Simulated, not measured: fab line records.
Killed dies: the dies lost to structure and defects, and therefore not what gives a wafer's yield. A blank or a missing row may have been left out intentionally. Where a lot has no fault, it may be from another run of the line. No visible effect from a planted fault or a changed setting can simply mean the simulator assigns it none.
2 desks, one fault | flow gf180mcu | only its own numbers are on each desk; what lay behind them is given at the end

## AT THE METROLOGY DESK
Lot by lot, what the gauges showed, no matter which tool ran the lot: averages of those sampled wafers that carry a number. A lot is out of limits, marked OUT, if its mean lies more than 4 standard deviations from the usual mean; the brackets give that distance.
Columns: A = HV_LDD_OVL at GF_HV_LDD_OVL_MEAS_08, usual -1.0 nm; B = HV_LDD_3_TW at GF_HV_LDD_TW_MEAS_38, usual 1437; C = HV_LDD_RS at GF_HV_LDD_RS_MEAS_53, usual 418.5 ohm/sq; D = NSD_TW at GF_NSD_TW_MEAS_12, usual 4259
lot  | first seen here | A    | B    | C               | D
L793 | day 9 20:21     | -2.2 | 1438 | 418.1           | 4259
L794 | day 10 04:33    | -3.1 | 1422 | 418.4           | 4256
L795 | day 10 09:01    | -0.4 | 1430 | 419.5           | 4254
L796 | day 10 18:05    | 2.1  | 1445 | 418.6           | 4268
L797 | day 11 05:15    | -1.8 | 1439 | 418.5           | 4240
L799 | day 11 18:27    | -0.4 | 1440 | 418.8           | 4266
L800 | day 12 03:28    | 0.0  | 1441 | 419.2           | 4272
L802 | day 13 06:01    | 0.8  | 1438 | 420.1           | 4220
L803 | day 13 07:46    | -1.1 | 1439 | 418.9           | 4266
L804 | day 13 21:38    | -1.6 | 1441 | 418.6           | 4271
L805 | day 13 22:37    | -2.0 | 1422 | 419.7           | 4188
L812 | day 16 06:37    | -0.8 | 1414 | 373.1 (-46) OUT | 4254
L813 | day 16 07:51    | -0.3 | 1408 | 372.3 (-47) OUT | 4283
Finding of this desk: L812, L813 out of limits, first seen on L812 at day 19 06:25 (HV_LDD_RS at GF_HV_LDD_RS_MEAS_53). L793, L794, L795, L796, L797, L799, L800, L802, L803, L804, L805 stayed within limits.

## AT THE TOOL OWNER'S DESK: implanter-02
GF_HV_LDD_IMPLANT_35, tool's own readings: per-lot mean of the sampled wafers with a number, covering each lot this tool ran. A lot is out of limits, marked OUT, if its mean lies more than 4 standard deviations from the usual mean; the brackets give that distance.
Columns: A = tiltDeg at GF_HV_LDD_IMPLANT_35, usual 29.995 degrees
lot  | first seen here | A
L793 | day 11 09:25    | 29.967
L794 | day 11 17:54    | 30.007
L804 | day 15 16:04    | 29.982
L805 | day 15 17:50    | 29.982
L812 | day 18 06:03    | -0.013 (-99 or more) OUT
L813 | day 18 07:51    | 0.002 (-99 or more) OUT
This desk's verdict: out of limits on L812, L813, starting with L812 at day 18 06:03 (tiltDeg at GF_HV_LDD_IMPLANT_35). L793, L794, L804, L805 stayed within limits.

## TAKEN TOGETHER
At day 18 06:03, on L812, L813, the tool owner's desk was in a position to raise an alarm.
On L812, L813, the metrology desk was in a position to raise an alarm at day 19 06:25.
The lots listed all ran GF_HV_LDD_IMPLANT_35 on implanter-02.

## WHAT THE SIMULATOR PUT IN
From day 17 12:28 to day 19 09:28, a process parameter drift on implanter-02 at GF_HV_LDD_IMPLANT_35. Setting tiltDeg, moved by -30, from 30. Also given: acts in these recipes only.
Struck lots among those shown: L812, L813.
Time in hours from fault onset to the first out-of-limits reading at each desk: tool owner's desk 18, metrology desk 42.
